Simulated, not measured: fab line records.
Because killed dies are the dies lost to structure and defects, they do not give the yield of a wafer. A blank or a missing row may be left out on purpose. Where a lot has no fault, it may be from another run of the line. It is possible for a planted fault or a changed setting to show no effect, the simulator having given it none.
fab line records	flow sky130
record: lots: 11	wafers: 33	last_day: 50
route steps=708 shown LDD_N@253 SD_N@356 LI_CONTACT@381 VIA2@528 PAD_OPEN@708
lots with no fault: from the same line, run without faults
start_h: the number of hours between the record's first day and the start of the first shown wafer of the lot	wait_h: hours since the lot's step before	" identical to the entry in the row above	L1.1+2: a row that stands for several wafers	- no value, or no start was given	* or withheld: withheld	< > ~ a bound
route shown NAME@n: a module of which the file shows steps, and the number in the route of the first	usual: the fault-free wafers' mean and standard deviation	same: alike in all rows	chamber/n: place in a boat	sites: per-site readings	_std_site: their standard deviation	_edge_site: the outer-site mean with the inner-site mean subtracted	radius_mm: how far each site lies from the wafer's centre	mask NAME#n: copy n	behind: the tool/chamber that last shaped the wafer	hold: why the lot was held/for how many hours/how that ended	device: transistor that didn't switch, given as n, p or np	end of line: the route-end tests of the same wafers	for a step that has no rows: nothing shown but its recipe	killed: at the first sort, the dies lost to defects and structure; wafer yield is something else	map: a wafer's dies, marking killed ones x, the rest . and places with no die _
set.NAME: the setting the step ran with; set.NAME@STEP: the setting that earlier step ran with	model.NAME: the simulator's own value behind a step, which no gauge read
steps of the route over a sample of lots; a table a step, a row a wafer
services: when a tool's chamber went out of use (start_h, in hours from the record's first day, below 0 if earlier), for how many hours, and the reason
== steps ==
step: SKY_LDD_N_STRIP_16
recipe: chemistry: O2/N2	power_w: 1400	pressure_mtorr: 1500	platen_temp_c: withheld	o2_flow_sccm: 3000	n2_flow_sccm: 300	overash_fraction: 0.5
usual: drypump_motor_current_A: 5.6/0.5	oes_product_au: 0.406/0.0052	strip_time_to_endpoint_s: 4.311/0.019
lot.wafer	tool	chamber	start_h	wait_h	drypump_motor_current_A	oes_product_au	rf_hours_counter_h	strip_time_to_endpoint_s
L377.1	plasma_asher-04	1	438.24	0.1	6.0	0.404	78	4.313
L377.3	"	0	"	"	5.2	0.410	-	4.311
L377.6	"	1	"	"	6.0	0.405	-	4.308
L378.1	plasma_asher-01	1	438.93	0.1	6.2	0.408	1	4.312
L378.4	"	0	"	"	5.2	0.410	-	4.296
L378.5	"	1	"	"	6.3	0.406	-	4.305
L379.1	plasma_asher-01	1	467.24	0.1	6.2	0.414	3	4.287
L379.4	"	0	"	"	5.3	0.411	-	4.299
L379.5	"	1	"	"	6.2	0.416	-	4.300
L383.1	plasma_asher-01	0	495.84	0.1	5.3	0.406	6	4.310
L383.3	"	1	"	"	6.2	0.402	-	4.316
L383.5	"	1	"	"	6.2	0.408	-	4.305
L388.3	plasma_asher-04	1	519.12	0.2	6.0	0.408	-	4.269
L388.5	"	1	"	"	6.0	0.401	-	4.279
L388.6	"	0	"	"	5.2	0.401	-	4.284
L390.1	plasma_asher-04	0	520.15	0.1	5.2	0.402	87	4.334
L390.2	"	1	"	"	6.0	0.409	87	4.334
L390.3	"	1	"	"	6.0	0.414	-	4.327
L389.1	plasma_asher-04	0	526.79	0.1	5.2	0.407	88	4.333
L389.2	"	1	"	"	6.0	0.404	88	4.323
L389.6	"	1	"	"	6.0	0.405	-	4.347
L392.3	plasma_asher-01	1	544.82	0.1	6.2	0.415	-	4.303
L392.5	"	1	"	"	6.2	0.401	-	4.311
L392.6	"	0	"	"	5.2	0.400	-	4.304
L391.2	plasma_asher-01	0	545.48	0.1	5.3	0.407	8	4.303
L391.3	"	1	"	"	6.2	0.400	-	4.279
L391.4	"	0	"	"	5.3	0.394	-	4.307
L393.2	plasma_asher-04	1	553.53	0.1	6.0	0.393	91	4.258
L393.4	"	0	"	"	5.2	0.401	-	4.285
L393.5	"	1	"	"	6.0	0.406	-	4.292
L399.1	plasma_asher-02	1	596.84	0.1	5.8	0.409	45	4.283
L399.2	"	0	"	"	4.8	0.405	45	4.289
L399.6	"	0	"	"	4.8	0.413	-	4.287
step: SKY_SD_N_RTA_14
recipe: temp_c: 1075	time_s: 2	idle_temp_c: 650	ramp_up_c_per_s: 150	ramp_down_c_per_s: 90	ambient: N2
usual: lamp_power_pct: 15.73/0.05	wafer_temp_C_max: 1078.1/1.3
lot.wafer	tool	chamber	start_h	wait_h	lamp_power_pct	wafer_temp_C_max
L377.1	rtp_anneal-02	0	676.96	0.0	15.80	1077.6
L377.3	"	0	"	"	15.68	1081.7
L377.6	"	0	"	"	15.75	1077.9
L378.1	rtp_anneal-01	0	677.52	0.0	15.71	1078.8
L378.4	"	0	"	"	15.70	1076.8
L378.5	"	0	"	"	15.74	1081.9
L379.1	rtp_anneal-01	0	704.03	0.0	15.73	1076.0
L379.4	"	0	"	"	15.74	1078.4
L379.5	"	0	"	"	15.77	1081.8
L383.1	rtp_anneal-02	0	730.06	0.0	15.75	1078.0
L383.3	"	0	"	"	15.71	1076.5
L383.5	"	0	"	"	15.73	1076.6
L390.1	rtp_anneal-02	0	774.96	0.0	15.65	1076.1
L390.2	"	0	"	"	15.74	1081.0
L390.3	"	0	"	"	15.73	1077.1
L388.3	rtp_anneal-02	0	776.44	0.0	15.82	1080.0
L388.5	"	0	"	"	15.76	1078.7
L388.6	"	0	"	"	15.82	1078.4
L392.3	rtp_anneal-01	0	776.74	0.0	15.76	1076.6
L392.5	"	0	"	"	15.78	1079.9
L392.6	"	0	"	"	15.77	1079.9
L391.2	rtp_anneal-02	0	777.03	0.0	15.74	1080.0
L391.3	"	0	"	"	15.72	1075.7
L391.4	"	0	"	"	15.75	1077.5
L389.1	rtp_anneal-01	0	777.72	0.0	15.71	1079.5
L389.2	"	0	"	"	15.76	1079.5
L389.6	"	0	"	"	15.80	1079.7
L393.2	rtp_anneal-02	0	782.28	0.0	15.71	1078.7
L393.4	"	0	"	"	15.75	1076.1
L393.5	"	0	"	"	15.73	1078.4
L399.1	rtp_anneal-02	0	823.52	0.0	15.80	1078.1
L399.2	"	0	"	"	15.75	1077.4
L399.6	"	0	"	"	15.69	1076.6
step: SKY_LI_CONTACT_SPUTTER_19
recipe: material: Ti	target_thk_nm: 20	chamber_pressure_pa: 5	power_w: 2500	substrate_temp_c: 200	time_s: 106.37
usual: throttle_valve_pct: 30.0/0.69
lot.wafer	tool	chamber	start_h	wait_h	throttle_valve_pct
L377.1	pvd_sputter-03	-	706.97	0.0	30.2
L377.3	"	-	"	"	31.1
L377.6	"	-	"	"	30.7
L378.1	pvd_sputter-01	-	707.47	0.0	30.0
L378.4	"	-	"	"	29.1
L378.5	"	-	"	"	29.9
L379.1	pvd_sputter-03	-	732.97	0.0	29.5
L379.4	"	-	"	"	30.5
L379.5	"	-	"	"	31.1
L383.1	pvd_sputter-04	-	759.17	0.0	30.4
L383.3	"	-	"	"	30.1
L383.5	"	-	"	"	30.2
L390.1	pvd_sputter-03	-	802.37	0.0	30.2
L390.2	"	-	"	"	30.4
L390.3	"	-	"	"	31.1
L388.3	pvd_sputter-03	-	803.85	0.0	30.0
L388.5	"	-	"	"	29.8
L388.6	"	-	"	"	31.4
L392.3	pvd_sputter-01	-	803.92	0.0	29.0
L392.5	"	-	"	"	29.8
L392.6	"	-	"	"	28.7
L391.2	pvd_sputter-04	-	804.29	0.0	30.0
L391.3	"	-	"	"	29.8
L391.4	"	-	"	"	30.2
L389.1	pvd_sputter-01	-	806.42	0.0	30.1
L389.2	"	-	"	"	29.1
L389.6	"	-	"	"	29.1
L393.2	pvd_sputter-03	-	810.30	0.0	30.7
L393.4	"	-	"	"	30.3
L393.5	"	-	"	"	31.4
L399.1	pvd_sputter-04	-	850.49	0.0	30.5
L399.2	"	-	"	"	30.0
L399.6	"	-	"	"	30.1
step: SKY_VIA2_CVD_21
recipe: material: W	target_thk_nm: 420	time_s: 126.4	temp_c: 400	pressure_torr: 40
usual: heater_power_w: 858/58
lot.wafer	tool	chamber	start_h	wait_h	heater_power_w
L377.1	cvd_w-01	0	876.00	0.0	754
L377.3	"	1	"	"	903
L377.6	"	0	"	"	768
L378.1	cvd_w-02	1	876.72	0.0	843
L378.4	"	1	"	"	881
L378.5	"	0	"	"	898
L379.1	cvd_w-01	1	899.51	0.0	895
L379.4	"	1	"	"	878
L379.5	"	0	"	"	747
L383.1	cvd_w-01	1	929.47	0.0	832
L383.3	"	1	"	"	831
L383.5	"	1	"	"	846
L390.1	cvd_w-01	0	962.62	0.0	773
L390.2	"	1	"	"	832
L390.3	"	1	"	"	834
L388.3	cvd_w-01	0	964.61	0.1	745
L388.5	"	1	"	"	854
L388.6	"	0	"	"	766
L391.2	cvd_w-01	0	965.17	0.0	768
L391.3	"	1	"	"	828
L391.4	"	0	"	"	762
L392.3	cvd_w-02	0	965.65	0.1	929
L392.5	"	0	"	"	909
L392.6	"	1	"	"	872
L389.1	cvd_w-02	1	966.75	0.0	851
L389.2	"	0	"	"	931
L389.6	"	1	"	"	877
L393.2	cvd_w-01	1	972.43	0.0	848
L393.4	"	1	"	"	841
L393.5	"	1	"	"	831
L399.1	cvd_w-02	0	1007.32	0.0	905
L399.2	"	1	"	"	871
L399.6	"	1	"	"	892
step: SKY_VIA2_RS_MEAS_22
recipe: thk_meas_gauge: four-point-probe	reads: W_of_VIA2_CVD_21+TiN_of_VIA2_SPUTTER_20
usual: VIA2_W_RS: 0.272/0.003
lot.wafer	tool	chamber	start_h	wait_h	VIA2_W_RS[ohm/sq]
L377.1	film_metro-03	-	876.13	0.1	0.275
L377.3	"	-	"	"	0.271
L377.6	"	-	"	"	0.272
L378.1	film_metro-01	-	876.85	0.1	0.275
L378.4	"	-	"	"	0.277
L378.5	"	-	"	"	0.273
L379.1	film_metro-01	-	899.64	0.1	0.273
L379.4	"	-	"	"	0.275
L379.5	"	-	"	"	0.275
L383.1	film_metro-03	-	929.60	0.1	0.277
L383.3	"	-	"	"	0.274
L383.5	"	-	"	"	0.275
L390.1	film_metro-04	-	962.75	0.1	0.273
L390.2	"	-	"	"	0.274
L390.3	"	-	"	"	0.272
L388.3	film_metro-04	-	964.74	0.1	0.312
L388.5	"	-	"	"	0.313
L388.6	"	-	"	"	0.310
L391.2	film_metro-01	-	965.32	0.1	0.312
L391.3	"	-	"	"	0.311
L391.4	"	-	"	"	0.317
L392.3	film_metro-01	-	965.78	0.1	0.269
L392.5	"	-	"	"	0.269
L392.6	"	-	"	"	0.272
L389.1	film_metro-01	-	966.88	0.1	0.278
L389.2	"	-	"	"	0.271
L389.6	"	-	"	"	0.276
L393.2	film_metro-03	-	972.58	0.1	0.310
L393.4	"	-	"	"	0.307
L393.5	"	-	"	"	0.309
L399.1	film_metro-04	-	1007.45	0.1	0.267
L399.2	"	-	"	"	0.271
L399.6	"	-	"	"	0.270
step: SKY_VIA2_THK_MEAS_23
recipe: thk_meas_gauge: xrf	reads: W_of_VIA2_CVD_21
usual: VIA2_W_THK: 434/6.9
lot.wafer	tool	chamber	start_h	wait_h	VIA2_W_THK[nm]
L377.1	film_metro-03	-	876.25	0.1	428
L377.3	"	-	"	"	436
L377.6	"	-	"	"	434
L378.1	film_metro-01	-	876.97	0.1	429
L378.4	"	-	"	"	426
L378.5	"	-	"	"	433
L379.1	film_metro-01	-	899.76	0.1	428
L379.4	"	-	"	"	431
L379.5	"	-	"	"	426
L383.1	film_metro-03	-	929.72	0.1	423
L383.3	"	-	"	"	429
L383.5	"	-	"	"	427
L390.1	film_metro-04	-	962.87	0.1	437
L390.2	"	-	"	"	432
L390.3	"	-	"	"	438
L388.3	film_metro-04	-	964.84	0.1	390
L388.5	"	-	"	"	385
L388.6	"	-	"	"	391
L391.2	film_metro-01	-	965.43	0.1	387
L391.3	"	-	"	"	388
L391.4	"	-	"	"	382
L392.3	film_metro-01	-	965.88	0.1	443
L392.5	"	-	"	"	443
L392.6	"	-	"	"	438
L389.1	film_metro-01	-	967.00	0.1	424
L389.2	"	-	"	"	441
L389.6	"	-	"	"	434
L393.2	film_metro-03	-	972.69	0.1	386
L393.4	"	-	"	"	393
L393.5	"	-	"	"	389
L399.1	film_metro-04	-	1007.57	0.1	436
L399.2	"	-	"	"	429
L399.6	"	-	"	"	427
step: SKY_PAD_OPEN_PROBE_99
usual: defect_limited_yield: 82.3/1.8	killed_at_M0_to_M3: 44/6.9	killed_at_M4_up: 3.3/1.7	killed_at_contacts: 24/5.5	killed_at_front_end: 16/4.5	killed_at_other: 0.2/0.46	killed_dies: 87/9.1	killed_on_rim: 17/3.6	killed_open: 48/7.3	killed_short: 39/6.2	sort_bin_3_pad_short: 0.9/0.4	sort_bin_5_function: 10.4/1.5	sort_bin_6_memory: 6.4/1.2	sort_n_pass: 405/9.1	sort_yield_pct: 82.3/1.8
same: gross_dies: 492	killed_at_back_side: 0	sort_bin_4_leakage[%]: 0	sort_bin_8_speed[%]: 0
lot.wafer	tool	chamber	start_h	wait_h	defect_limited_yield[%]	killed_at_M0_to_M3	killed_at_M4_up	killed_at_contacts	killed_at_front_end	killed_at_other	killed_dies	killed_on_rim	killed_open	killed_short	sort_bin_3_pad_short[%]	sort_bin_5_function[%]	sort_bin_6_memory[%]	sort_n_pass	sort_yield_pct[%]
L377.1	prober-01	-	1097.86	0.1	83.7	38	0	26	16	0	80	13	45	34	1.0	9.3	5.9	412	83.7
L377.3	prober-01	-	1097.96	0.2	79.1	52	4	25	21	1	103	19	62	40	1.0	13.0	6.9	389	79.1
L377.6	prober-01	-	1098.11	0.2	82.5	43	1	25	17	0	86	19	50	33	0.6	10.0	6.9	406	82.5
L378.1	prober-02	-	1098.37	0.1	82.3	40	5	22	20	0	87	16	50	37	1.0	9.3	7.3	405	82.3
L378.4	prober-02	-	1098.52	0.2	81.9	42	5	27	15	0	89	8	53	36	1.2	10.6	6.3	403	81.9
L378.5	prober-02	-	1098.57	0.2	81.1	45	8	24	16	0	93	15	46	47	1.2	12.0	5.7	399	81.1
L379.1	prober-02	-	1117.64	0.1	84.6	37	1	24	14	0	76	15	40	34	0.2	9.8	5.5	416	84.6
L379.4	prober-02	-	1117.79	0.2	81.7	39	5	24	21	1	90	18	49	39	1.8	10.2	6.3	402	81.7
L379.5	prober-02	-	1117.84	0.2	81.7	44	5	22	19	0	90	17	45	45	0.8	11.8	5.7	402	81.7
L383.1	prober-02	-	1142.12	0.1	84.8	33	1	27	14	0	75	13	36	37	0.8	8.1	6.3	417	84.8
L383.3	prober-02	-	1142.22	0.2	79.9	47	2	30	20	0	99	20	63	36	0.6	12.6	6.9	393	79.9
L383.5	prober-02	-	1142.32	0.2	81.7	43	4	26	16	1	90	16	45	41	0.4	11.6	6.3	402	81.7
L390.1	prober-01	-	1163.22	0.1	79.9	48	2	23	26	0	99	19	57	42	0.4	11.4	8.3	393	79.9
L390.2	prober-01	-	1163.27	0.1	84.1	36	8	20	14	0	78	19	43	35	0.8	7.7	7.3	414	84.1
L390.3	prober-01	-	1163.32	0.2	82.3	49	2	19	17	0	87	17	54	33	0.6	11.0	6.1	405	82.3
L388.3	prober-01	-	1166.93	0.2	82.5	36	2	27	21	0	86	13	48	37	1.4	11.0	5.1	406	82.5
L388.5	prober-01	-	1167.03	0.2	80.5	40	5	28	23	0	96	19	58	38	0.4	12.4	6.7	396	80.5
L388.6	prober-01	-	1167.08	0.2	86.6	36	2	17	11	0	66	13	26	40	1.0	6.5	5.9	426	86.6
L391.2	prober-02	-	1168.31	0.1	82.9	40	4	26	14	0	84	15	41	43	1.0	10.0	6.1	408	82.9
L391.3	prober-02	-	1168.36	0.2	84.1	47	2	14	15	0	78	17	37	41	1.4	10.6	3.9	414	84.1
L391.4	prober-02	-	1168.41	0.2	84.1	43	0	27	8	0	78	13	43	35	1.0	9.6	5.3	414	84.1
L392.3	prober-01	-	1169.52	0.2	81.9	53	2	23	11	0	89	18	56	33	0.8	11.0	6.3	403	81.9
L392.5	prober-01	-	1169.62	0.2	80.1	47	5	29	17	0	98	24	52	46	0.8	12.6	6.5	394	80.1
L392.6	prober-01	-	1169.67	0.2	79.3	51	2	34	15	0	102	14	62	40	0.4	14.4	5.9	390	79.3
L389.1	prober-02	-	1169.93	0.1	83.3	40	2	23	17	0	82	14	44	38	0.6	10.8	5.3	410	83.3
L389.2	prober-02	-	1169.98	0.1	80.5	57	0	23	15	1	96	16	61	35	0.6	13.0	5.9	396	80.5
L389.6	prober-02	-	1170.18	0.2	81.3	50	3	21	18	0	92	9	48	44	0.4	10.8	7.5	400	81.3
L393.2	prober-01	-	1176.51	0.1	78.0	58	6	25	19	0	108	23	57	51	0.4	13.2	8.3	384	78.0
L393.4	prober-01	-	1176.61	0.2	85.8	41	1	20	8	0	70	10	42	28	0.6	7.1	6.5	422	85.8
L393.5	prober-01	-	1176.66	0.2	82.3	44	3	21	19	0	87	14	45	42	0.4	12.6	4.7	405	82.3
L399.1	prober-01	-	1197.10	0.1	83.1	39	2	27	15	0	83	17	43	40	1.2	8.1	7.5	409	83.1
L399.2	prober-01	-	1197.15	0.1	83.1	52	2	15	14	0	83	21	42	41	1.0	11.8	4.1	409	83.1
L399.6	prober-01	-	1197.35	0.2	84.3	40	2	20	14	1	77	17	37	40	0.8	9.3	5.5	415	84.3
killed by level:class
L377.1 LI_CONTACT:geometric_particle:open=10 METAL1:geometric_particle:short=9 CONTACT:geometric_particle:open=8 VIA2:geometric_particle:open=7 VIA1:geometric_particle:short=5 VIA1:geometric_particle:open=5 LOCAL_INTERCONNECT:geometric_particle:short=4 VIA2:geometric_particle:short=4
L377.3 VIA1:geometric_particle:open=13 CONTACT:geometric_particle:open=10 VIA3:geometric_particle:open=9 LI_CONTACT:geometric_particle:open=7 VIA1:geometric_particle:short=7 METAL2:geometric_particle:short=6 FIELD_ISO:geometric_particle:open=5 CONTACT:geometric_particle:short=4
L377.6 VIA1:geometric_particle:open=14 CONTACT:geometric_particle:open=10 LI_CONTACT:geometric_particle:open=6 LOCAL_INTERCONNECT:geometric_particle:short=5 METAL1:geometric_particle:short=5 VIA2:geometric_particle:short=5 FIELD_ISO:geometric_particle:short=4 VIA3:geometric_particle:open=4
L378.1 LI_CONTACT:geometric_particle:open=8 CONTACT:geometric_particle:open=8 VIA1:geometric_particle:open=6 FIELD_ISO:geometric_particle:open=6 POLY_GATE:geometric_particle:open=6 METAL2:geometric_particle:short=6 FIELD_ISO:geometric_particle:short=5 VIA2:geometric_particle:open=5
L378.4 CONTACT:geometric_particle:open=13 VIA1:geometric_particle:open=10 VIA2:geometric_particle:open=10 FIELD_ISO:geometric_particle:short=8 VIA3:geometric_particle:open=8 LI_CONTACT:geometric_particle:open=5 LI_CONTACT:geometric_particle:short=4 METAL2:geometric_particle:short=4
L378.5 LI_CONTACT:geometric_particle:open=8 VIA1:geometric_particle:open=8 METAL1:geometric_particle:short=7 VIA3:geometric_particle:open=7 CONTACT:geometric_particle:open=7 METAL4:geometric_particle:short=7 POLY_GATE:geometric_particle:short=5 POLY_GATE:geometric_particle:open=5
L379.1 VIA1:geometric_particle:open=13 FIELD_ISO:geometric_particle:short=7 CONTACT:geometric_particle:open=7 LI_CONTACT:geometric_particle:open=6 CONTACT:geometric_particle:short=6 METAL1:geometric_particle:short=5 VIA2:geometric_particle:short=4 VIA3:geometric_particle:open=4
L379.4 CONTACT:geometric_particle:open=10 METAL2:geometric_particle:short=8 VIA1:geometric_particle:open=7 VIA2:geometric_particle:open=6 FIELD_ISO:geometric_particle:open=5 LI_CONTACT:geometric_particle:open=5 FIELD_ISO:geometric_particle:short=4 SPACER:geometric_particle:open=4
L379.5 VIA1:geometric_particle:open=10 LI_CONTACT:geometric_particle:open=8 METAL2:geometric_particle:short=7 METAL1:geometric_particle:short=7 POLY_GATE:geometric_particle:short=6 CONTACT:geometric_particle:open=5 LOCAL_INTERCONNECT:geometric_particle:short=4 VIA2:geometric_particle:open=4
L383.1 CONTACT:geometric_particle:open=12 VIA2:geometric_particle:open=6 FIELD_ISO:geometric_particle:short=5 VIA1:geometric_particle:open=5 VIA1:geometric_particle:short=5 LOCAL_INTERCONNECT:geometric_particle:short=4 CONTACT:geometric_particle:short=4 METAL2:geometric_particle:short=4
L383.3 CONTACT:geometric_particle:open=14 VIA3:geometric_particle:open=10 LI_CONTACT:geometric_particle:open=8 VIA1:geometric_particle:open=8 FIELD_ISO:geometric_particle:short=7 VIA2:geometric_particle:open=7 FIELD_ISO:geometric_particle:open=6 METAL1:geometric_particle:short=5
L383.5 CONTACT:geometric_particle:open=10 VIA2:geometric_particle:open=8 METAL2:geometric_particle:short=8 VIA3:geometric_particle:open=7 LI_CONTACT:geometric_particle:open=6 CONTACT:geometric_particle:short=6 VIA1:geometric_particle:open=6 FIELD_ISO:geometric_particle:short=5
L390.1 VIA1:geometric_particle:open=13 POLY_GATE:geometric_particle:short=9 CONTACT:geometric_particle:open=8 FIELD_ISO:geometric_particle:open=7 VIA2:geometric_particle:open=7 CONTACT:geometric_particle:short=6 METAL3:geometric_particle:short=6 VIA1:geometric_particle:short=5
L390.2 VIA1:geometric_particle:open=11 LI_CONTACT:geometric_particle:open=8 CONTACT:geometric_particle:open=8 POLY_GATE:geometric_particle:short=5 FIELD_ISO:geometric_particle:short=4 FIELD_ISO:geometric_particle:open=4 VIA3:geometric_particle:open=4 METAL2:geometric_particle:short=4
L390.3 VIA2:geometric_particle:open=11 VIA1:geometric_particle:open=10 VIA3:geometric_particle:open=9 POLY_GATE:geometric_particle:short=7 VIA3:geometric_particle:short=6 FIELD_ISO:geometric_particle:open=5 CONTACT:geometric_particle:open=5 LI_CONTACT:geometric_particle:open=4
L388.3 LI_CONTACT:geometric_particle:open=8 LOCAL_INTERCONNECT:geometric_particle:short=8 CONTACT:geometric_particle:open=8 VIA3:geometric_particle:open=8 METAL1:geometric_particle:short=7 POLY_GATE:geometric_particle:open=6 VIA2:geometric_particle:open=6 POLY_GATE:geometric_particle:short=4
L388.5 CONTACT:geometric_particle:open=9 VIA1:geometric_particle:open=8 LI_CONTACT:geometric_particle:open=8 VIA3:geometric_particle:open=8 FIELD_ISO:geometric_particle:open=7 CONTACT:geometric_particle:short=7 POLY_GATE:geometric_particle:open=5 VIA1:geometric_particle:short=5
L388.6 METAL2:geometric_particle:short=8 METAL1:geometric_particle:short=6 LI_CONTACT:geometric_particle:open=5 CONTACT:geometric_particle:short=5 VIA1:geometric_particle:open=4 VIA1:geometric_particle:short=4 VIA3:geometric_particle:open=4 FIELD_ISO:geometric_particle:open=3
L391.2 LOCAL_INTERCONNECT:geometric_particle:short=13 VIA1:geometric_particle:open=9 VIA3:geometric_particle:open=8 CONTACT:geometric_particle:open=6 METAL1:geometric_particle:short=6 VIA1:geometric_particle:short=4 POLY_GATE:geometric_particle:open=3 POLY_GATE:geometric_particle:short=3
L391.3 VIA1:geometric_particle:open=11 METAL1:geometric_particle:short=8 METAL2:geometric_particle:short=7 CONTACT:geometric_particle:open=6 VIA3:geometric_particle:open=5 FIELD_ISO:geometric_particle:short=4 METAL3:geometric_particle:short=4 FIELD_ISO:geometric_particle:open=3
L391.4 CONTACT:geometric_particle:open=11 VIA1:geometric_particle:short=6 VIA1:geometric_particle:open=6 VIA2:geometric_particle:open=6 LI_CONTACT:geometric_particle:open=5 LOCAL_INTERCONNECT:geometric_particle:short=5 METAL2:geometric_particle:short=5 VIA3:geometric_particle:open=5
L392.3 VIA1:geometric_particle:open=16 VIA3:geometric_particle:open=11 CONTACT:geometric_particle:open=10 FIELD_ISO:geometric_particle:open=6 VIA3:geometric_particle:short=5 METAL1:geometric_particle:short=5 VIA1:geometric_particle:short=5 LOCAL_INTERCONNECT:geometric_particle:short=4
L392.5 CONTACT:geometric_particle:open=12 VIA1:geometric_particle:open=9 VIA3:geometric_particle:open=8 VIA1:geometric_particle:short=6 VIA2:geometric_particle:short=6 METAL4:geometric_particle:short=5 LI_CONTACT:geometric_particle:short=5 METAL3:geometric_particle:short=5
L392.6 CONTACT:geometric_particle:open=15 VIA1:geometric_particle:open=14 LI_CONTACT:geometric_particle:open=10 VIA2:geometric_particle:short=7 METAL2:geometric_particle:short=6 VIA3:geometric_particle:open=6 LOCAL_INTERCONNECT:geometric_particle:short=5 FIELD_ISO:geometric_particle:open=4
L389.1 CONTACT:geometric_particle:open=10 VIA3:geometric_particle:open=7 VIA1:geometric_particle:open=6 METAL3:geometric_particle:short=6 FIELD_ISO:geometric_particle:open=5 VIA1:geometric_particle:short=5 FIELD_ISO:geometric_particle:short=4 LI_CONTACT:geometric_particle:open=4
L389.2 VIA2:geometric_particle:open=13 LI_CONTACT:geometric_particle:open=11 CONTACT:geometric_particle:open=9 VIA3:geometric_particle:open=9 METAL1:geometric_particle:short=8 METAL2:geometric_particle:short=8 VIA1:geometric_particle:open=7 POLY_GATE:geometric_particle:open=5
L389.6 VIA1:geometric_particle:open=11 VIA3:geometric_particle:open=9 CONTACT:geometric_particle:open=7 VIA2:geometric_particle:open=7 VIA2:geometric_particle:short=6 POLY_GATE:geometric_particle:short=5 LOCAL_INTERCONNECT:geometric_particle:short=5 METAL2:geometric_particle:short=5
L393.2 VIA1:geometric_particle:open=12 CONTACT:geometric_particle:open=11 VIA1:geometric_particle:short=11 VIA2:geometric_particle:open=7 FIELD_ISO:geometric_particle:open=6 METAL1:geometric_particle:short=6 METAL4:geometric_particle:short=6 VIA3:geometric_particle:open=6
L393.4 CONTACT:geometric_particle:open=10 VIA1:geometric_particle:open=10 METAL1:geometric_particle:short=6 VIA3:geometric_particle:open=5 METAL2:geometric_particle:short=4 VIA2:geometric_particle:open=4 POLY_GATE:geometric_particle:open=3 LI_CONTACT:geometric_particle:open=3
L393.5 CONTACT:geometric_particle:open=11 VIA1:geometric_particle:open=9 POLY_GATE:geometric_particle:short=8 METAL1:geometric_particle:short=8 VIA2:geometric_particle:open=7 VIA1:geometric_particle:short=5 METAL2:geometric_particle:short=4 FIELD_ISO:geometric_particle:open=3
L399.1 VIA1:geometric_particle:open=9 VIA3:geometric_particle:open=8 LOCAL_INTERCONNECT:geometric_particle:short=7 LI_CONTACT:geometric_particle:open=6 CONTACT:geometric_particle:short=6 POLY_GATE:geometric_particle:open=5 CONTACT:geometric_particle:open=5 VIA1:geometric_particle:short=5
L399.2 VIA2:geometric_particle:open=9 VIA1:geometric_particle:open=9 VIA3:geometric_particle:open=9 METAL2:geometric_particle:short=7 METAL1:geometric_particle:short=7 CONTACT:geometric_particle:open=6 VIA1:geometric_particle:short=5 POLY_GATE:geometric_particle:short=4
L399.6 METAL2:geometric_particle:short=9 VIA1:geometric_particle:open=8 CONTACT:geometric_particle:short=6 LI_CONTACT:geometric_particle:open=5 FIELD_ISO:geometric_particle:short=4 FIELD_ISO:geometric_particle:open=4 LOCAL_INTERCONNECT:geometric_particle:short=4 CONTACT:geometric_particle:open=4
== services ==
tool	chamber	start_h	hours	kind
plasma_asher-01	-	421.25	9.0	pm
cvd_w-01	0	437.14	1.2	repair
pvd_sputter-01	-	448.53	38.0	repair
cvd_w-01	1	451.21	22.6	repair
plasma_asher-01	-	477.49	2.8	pm
rtp_anneal-02	-	479.67	4.5	pm
cvd_w-01	-	483.88	10.6	repair
pvd_sputter-03	-	502.62	4.8	repair
plasma_asher-01	-	510.01	28.1	pm
rtp_anneal-02	-	564.40	1.8	repair
pvd_sputter-03	-	566.49	7.7	repair
cvd_w-01	-	567.03	6.0	pm
cvd_w-02	-	577.99	6.9	pm
rtp_anneal-01	-	642.26	4.2	pm
cvd_w-01	-	652.00	2.8	pm
pvd_sputter-04	-	681.63	3.5	repair
plasma_asher-04	-	733.75	9.0	pm
plasma_asher-04	-	742.75	2.8	pm
cvd_w-02	-	827.84	0.3	repair
cvd_w-01	-	856.22	0.8	repair
plasma_asher-04	-	883.22	0.8	repair
cvd_w-01	-	904.00	14.0	pm
cvd_w-01	-	975.60	0.5	repair
cvd_w-02	-	992.91	0.7	repair
== key ==
first_sign: step: SKY_VIA2_RS_MEAS_22	reading: VIA2_W_RS	direction: up	sigmas: 13	usual: 0.272	struck: 0.311
effect: step: SKY_VIA2_THK_MEAS_23	reading: VIA2_W_THK	direction: down	sigmas: 6.8	usual: 434	struck: 388
met_at SKY_VIA2_CVD_21
struck_lots L388,L391,L393
not_acting_at SKY_LDD_N_STRIP_16,SKY_SD_N_RTA_14,SKY_LI_CONTACT_SPUTTER_19
onset_between 962.62 964.61
fault: kind: site_profile_drift	tool: cvd_w-01	chamber: -	onset_h: 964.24	steps: SKY_VIA2_CVD_21	basis: fraction	max_abs_drift: 0.2389	slope_share_per_hr: 53.088	site_pattern: 0,0,0,0,0,-1,-1,-1,-1
